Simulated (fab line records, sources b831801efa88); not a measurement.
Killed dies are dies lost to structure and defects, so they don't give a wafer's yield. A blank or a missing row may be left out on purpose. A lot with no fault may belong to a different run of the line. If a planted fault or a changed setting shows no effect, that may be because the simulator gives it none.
Problem report, 8D (eight disciplines) form, completed by code -- flow sky130 -- the parts of the form that need people (team, actions taken, sign-off) are left out

== 1. PROBLEM STATEMENT ==
Wafers free of any fault read 0.027 ohm/sq (standard deviation 0.00024) for METAL5_ALCU_RS at SKY_METAL5_RS_MEAS_05, against a mean of 0.023 ohm/sq on 2 wafers of 2 lots. Relative to the usual mean, that is a shift of -15 standard deviations.
The step: measures by four-point-probe.
The first sign was on wafer L513.3 at day 46 02:14, on filmMetro-02. The record has a number at this step for 35 wafers belonging to 12 lots. By rule, "out" or "out of limits" means more than 4 standard deviations away from the usual mean. All remaining wafers that have a number are taken as sound.

== 2. WHAT IT IS, WHAT IT ISN'T ==
question,is,is not
which readings at this step,METAL5_ALCU_RS,-
which lots,"L513, L515","L502, L505, L506, L507, L509, L518, L519, L520, L523, L524"
which wafers of those lots,"L513.3, L515.4","L513.2, L515.2, L515.5"
read on which gauges,filmMetro-02,"filmMetro-03, filmMetro-04"
when,from day 46 02:14,"up to then (16 sound wafers); but 17 sound wafers of L515, L518, L519, L520, L523, L524 came after"

== 3. WHAT RULES OUT EACH SUSPECT ==
Counting: any tool at a process step up to the reading remains a suspect provided it ran every lot that is out. Sound lots after the first of them don't rule it out here, since some wafers of a struck lot are sound.
- the gauge at SKY_METAL5_RS_MEAS_05 has been ruled out. All the wafers that are out were read on filmMetro-02, but those of them that SKY_METAL5_METAL_ETCH_15 has rows for are out there too, on other tools.
- pvdSputter-04 at SKY_METAL5_SPUTTER_02 (material AlCu, target thk 1150 nm, time 61.2 s): kept. Every lot that is out went through it, the first being L513 (day 46 02:06); the last sound lot it ran before that was L507 (day 44 13:11).
After counting, what remains is pvdSputter-04 at SKY_METAL5_SPUTTER_02.

== 4. THE CAUSE (what the simulator had put in) ==
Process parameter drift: pvdSputter-04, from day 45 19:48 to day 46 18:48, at SKY_METAL5_SPUTTER_02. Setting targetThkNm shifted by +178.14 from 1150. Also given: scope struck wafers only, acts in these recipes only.
Only this tool survived the counting.

== 5. THE EFFECT CHAIN, in route order ==
Each row: a reading where the mean over the struck wafers with a number is more than 3 standard deviations away from the usual. Scope: only readings with a usual standard deviation given in the record; hours: median across lots of the time from each lot's start at the first step in this table that gives one to its start at this step; sigmas: change in usual standard deviations.
hours,step,reading,usual,on struck wafers,change,sigmas
0,SKY_METAL5_RS_MEAS_05,METAL5_ALCU_RS,0.027 ohm/sq,0.023,-0.004,-15
0,SKY_METAL5_THK_MEAS_06,METAL5_ALCU_THK,1151 nm,1320,+170,+15
20,SKY_METAL5_METAL_ETCH_15,oesProductAu,0.894 a.u.,0.960,+0.066,+11
It contains these process steps:
- SKY_METAL5_METAL_ETCH_15: etches the open film in Cl2/BCl3, stops on SiO2, target depth 1260 nm, time 252 s.

== 6. WHAT WOULD HAVE CAUGHT IT SOONER ==
The first out-of-limits reading at a measuring or inspecting step in this record came at day 46 02:14, 6 hours after the fault's start at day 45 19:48.
An alarm limit of 4 standard deviations would not have fired on the tool readings at SKY_METAL5_SPUTTER_02 for which the record gives a usual standard deviation, since none of them was out on any struck wafer.
L515, from the lots that are out (2), started SKY_METAL5_SPUTTER_02 on pvdSputter-04 later than day 46 02:14. A tool hold placed at that time would have kept it from harm.
